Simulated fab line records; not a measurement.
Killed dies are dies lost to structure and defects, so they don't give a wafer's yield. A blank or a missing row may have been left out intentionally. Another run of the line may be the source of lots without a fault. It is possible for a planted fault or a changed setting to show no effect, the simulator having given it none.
Which of the tools did it? | flow sky130 | 42 wafers from 14 lots sampled at 4 of the route's 708 steps

## WHAT EACH GAUGE READ, for each wafer
SKY_PWDE_OVL_MEAS_07. Usual: PWDE_OVL gives -0.5 nm (standard deviation 1.5).
lot  | measured    | on         | PWDE_OVL (nm)  | flag
L392 | day 3 23:14 | overlay-01 | -0.6 0.7 -0.7  | 
L393 | day 4 00:29 | overlay-02 | 0.4 -1.6 0.0   | 
L394 | day 4 09:24 | overlay-02 | -0.3 0.5 0.5   | 
L395 | day 4 15:26 | overlay-01 | -0.7 -1.2 -1.5 | 
L396 | day 4 19:44 | overlay-02 | -0.4 0.3 -0.1  | 
L397 | day 4 22:02 | overlay-01 | -0.9 -0.2 0.4  | 
L398 | day 5 05:27 | overlay-01 | -1.8 -0.4 1.0  | 
L402 | day 6 04:44 | overlay-01 | -1.4 -0.4 -0.6 | 
L406 | day 7 01:33 | overlay-01 | -1.0 -1.6 -1.9 | 
L408 | day 7 16:54 | overlay-01 | 1.9 1.3 -0.4   | 
L409 | day 7 23:33 | overlay-01 | -0.8 0.0 -0.1  | 
L410 | day 8 01:53 | overlay-01 | 3.1 2.9 -0.4   | 
L413 | day 8 15:44 | overlay-02 | -5.0 -1.5 -2.3 | 
L414 | day 8 22:08 | overlay-02 | 1.0 -1.0 1.6   | 

SKY_VT_ADJUST_HVTR_OVL_MEAS_08. Usual: VT_ADJUST_HVTR_OVL gives -0.3 nm (standard deviation 1.2).
lot  | measured     | on         | VT_ADJUST_HVTR_OVL (nm) | flag
L392 | day 9 14:37  | overlay-01 | -2.3 -2.8 -0.6          | 
L393 | day 9 16:54  | overlay-01 | 0.7 0.8 2.4             | 
L394 | day 10 04:19 | overlay-01 | 0.0 -1.5 0.1            | 
L395 | day 10 10:55 | overlay-02 | -1.1 0.4 0.8            | 
L396 | day 10 18:07 | overlay-02 | -1.4 -0.1 -0.2          | 
L397 | day 10 19:04 | overlay-02 | -1.6 -2.0 -1.4          | 
L398 | day 11 04:25 | overlay-01 | 0.6 -2.3 -3.4           | 
L402 | day 12 11:48 | overlay-01 | 3.2 1.4 2.1             | 
L406 | day 13 13:31 | overlay-01 | 1.8 1.6 1.2             | 
L408 | day 14 10:31 | overlay-01 | -1.4 -0.8 -0.9          | 
L409 | day 14 18:55 | overlay-02 | 1.6 0.6 0.6             | 
L410 | day 14 21:51 | overlay-01 | -0.3 -1.9 -0.4          | 
L413 | day 15 15:57 | overlay-01 | 0.2 -0.2 0.8            | 
L414 | day 16 00:19 | overlay-02 | 0.2 -1.4 -1.3           | 

SKY_POLY_GATE_THK_MEAS_04. Usual: POLY_GATE_CVD_03_THK gives 74.7 nm (standard deviation 0.88).
lot  | measured     | on           | POLY_GATE_CVD_03_THK (nm) | flag
L392 | day 15 05:04 | filmMetro-03 | 73.5 74.3 75.1            | 
L393 | day 15 14:20 | filmMetro-02 | 74.8 75.1 75.0            | 
L394 | day 16 01:47 | filmMetro-04 | 75.2 75.0 74.6            | 
L395 | day 16 20:31 | filmMetro-03 | 76.0 75.5 75.4            | 
L396 | day 16 20:31 | filmMetro-04 | 75.0 75.4 75.7            | 
L397 | day 16 20:31 | filmMetro-02 | 75.1 75.6 74.9            | 
L398 | day 17 04:41 | filmMetro-03 | 75.6 76.3 75.9            | 
L402 | day 18 18:32 | filmMetro-02 | 74.9 73.9 74.0            | 
L406 | day 20 04:40 | filmMetro-04 | 75.0 75.8 76.1            | 
L408 | day 21 03:39 | filmMetro-02 | 73.0 73.1 72.9            | 
L409 | day 21 16:17 | filmMetro-02 | 73.8 73.6 73.3            | 
L410 | day 21 16:17 | filmMetro-03 | 72.9 72.9 73.0            | 
L413 | day 22 08:53 | filmMetro-02 | 75.0 75.1 75.2            | 
L414 | day 22 18:58 | filmMetro-03 | 73.7 73.9 74.4            | 

## EACH LOT AND THE TOOL THAT RAN IT (in order: tool; ch and the chambers of the sampled wafers; start)
lot  | SKY_SONOS_TUNNEL_SOFTBAKE_03
L392 | lithoTrack-04 ch 0, day 10 23:47
L393 | lithoTrack-04 ch 0, day 11 03:33
L394 | lithoTrack-03 ch 0, day 11 12:52
L395 | lithoTrack-04 ch 0, day 11 21:23
L396 | lithoTrack-04 ch 0, day 12 05:26
L397 | lithoTrack-03 ch 0, day 12 06:58
L398 | lithoTrack-02 ch 0, day 12 15:50
L402 | lithoTrack-03 ch 0, day 14 02:07
L406 | lithoTrack-03 ch 0, day 15 06:05
L408 | lithoTrack-03 ch 0, day 16 02:13
L409 | lithoTrack-02 ch 0, day 16 12:22
L410 | lithoTrack-04 ch 0, day 16 14:24
L413 | lithoTrack-04 ch 0, day 17 09:23
L414 | lithoTrack-04 ch 0, day 17 19:56
- SKY_SONOS_TUNNEL_SOFTBAKE_03: time 60 s.

## WHAT THE TOOLS THEMSELVES READ (means of the sampled wafers that have a number; where no wafer has one, the mark that the record gives instead)
SKY_SONOS_TUNNEL_SOFTBAKE_03. Usual: heaterPowerTotalW 56.59 W, standard deviation 0.045; plateTempC 90.02 C, standard deviation 0.13.
lot  | tool          | heaterPowerTotalW (W) | plateTempC (C) | flag
L392 | lithoTrack-04 | 56.62                 | 90.15          | 
L393 | lithoTrack-04 | 56.58                 | 90.01          | 
L394 | lithoTrack-03 | 56.62                 | 90.02          | 
L395 | lithoTrack-04 | 56.59                 | 89.94          | 
L396 | lithoTrack-04 | 56.59                 | 90.06          | 
L397 | lithoTrack-03 | 56.55                 | 90.02          | 
L398 | lithoTrack-02 | 56.63                 | 90.18          | 
L402 | lithoTrack-03 | 56.62                 | 89.96          | 
L406 | lithoTrack-03 | 55.72                 | 89.15          | OFF
L408 | lithoTrack-03 | 55.69                 | 89.03          | OFF
L409 | lithoTrack-02 | 56.58                 | 90.13          | 
L410 | lithoTrack-04 | 56.55                 | 90.13          | 
L413 | lithoTrack-04 | 56.61                 | 90.16          | 
L414 | lithoTrack-04 | 56.63                 | 89.91          | 

## THE ANSWER, worked out from the rows above alone
Rule: lot off if the mean of its wafers having a number is beyond 3 standard deviations from the usual mean. Also off: a lot with no number at a reading for which 4 or more lots have one. All remaining lots with rows at the step are treated as sound. After the gauges, taken in route order, come the tools' own readings; for these a lot's mean is taken, as printed above. The first step at which some lot is off is used, and at that step the reading that is off furthest; a lot without a number counts as furthest.
Off, at SKY_SONOS_TUNNEL_SOFTBAKE_03 on heaterPowerTotalW: L406, L408.
If a tool, at that step or one of the process steps before it, ran each lot that is off and ran no sound lot following the first of them, it fits. One fits: lithoTrack-03 at SKY_SONOS_TUNNEL_SOFTBAKE_03. A fault onset in the window from L402 (day 14 02:07, its last sound lot) to L406 (day 15 06:05, its first lot off) fits.
The tool's own readings at SKY_SONOS_TUNNEL_SOFTBAKE_03 bear it out: on the lots that are off they differ by more than 5 times the standard deviation of the sound lots' means. heaterPowerTotalW reads 55.70 W there against 56.60 W on the sound lots; plateTempC reads 89.09 C there against 90.06 C on the sound lots.

## WHAT THE SIMULATOR HAD INSERTED
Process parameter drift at SKY_SONOS_TUNNEL_SOFTBAKE_03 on lithoTrack-03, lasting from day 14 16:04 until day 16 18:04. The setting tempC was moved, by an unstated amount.
Shown lots that were struck: L406, L408. The same result came from the rule above.
